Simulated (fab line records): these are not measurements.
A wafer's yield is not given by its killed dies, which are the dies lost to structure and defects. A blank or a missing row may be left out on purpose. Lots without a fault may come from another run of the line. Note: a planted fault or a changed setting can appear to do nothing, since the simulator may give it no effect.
Matching of chambers    flow sky130    SKY_FIELD_ISO_ETCH_17 on rieSi-02: 4 sister chambers
The step etches Si in HBr/Cl2/O2, target depth 342 nm, time 97.7 s. 4 wafers are shown with their chamber, then 10 later ones without.

== WAFERS, EACH WITH ITS CHAMBER ==
wafer   chamber  drypumpMotorCurrentA (A)
L082.1  2        6.0
L082.2  3        6.3
L084.5  0        6.4
L086.4  1        5.2

== WAFERS WITH NO CHAMBER GIVEN ==
wafer   drypumpMotorCurrentA (A)
L086.6  6.3
L089.2  5.2
L089.4  6.5
L089.5  6.3
L091.1  6.3
L091.2  6.5
L091.5  6.3
L093.1  6.3
L093.3  5.2
L093.4  6.1

== THE CHAMBER EACH PASSED THROUGH ==
wafer   from the rows above      in truth
L086.6  can't be placed: 3 or 0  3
L089.2  1                        1
L089.4  can't be placed: 0 or 3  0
L089.5  can't be placed: 3 or 0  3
L091.1  can't be placed: 3 or 0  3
L091.2  can't be placed: 0 or 3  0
L091.5  can't be placed: 3 or 0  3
L093.1  can't be placed: 3 or 0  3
L093.3  1                        1
L093.4  can't be placed: 2 or 3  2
Correctly placed: 2 of 10. Unplaceable from these rows: 8, with the true chamber sitting among the candidates in 8. Placed wrongly: 0.
How it was worked out, from the rows above alone: a wafer's distance from a chamber is the root of the sum, over the readings, of the square of ((its reading less the chamber's mean) divided by the reading's scatter). The wafer belongs to the nearest chamber; if the next one is less than 2 further off, it can't be placed. For every chamber, the mean is computed from those of its wafers that are shown. The scatter: root of mean squared gap, hidden wafer to nearest shown wafer, with one shown wafer a chamber.
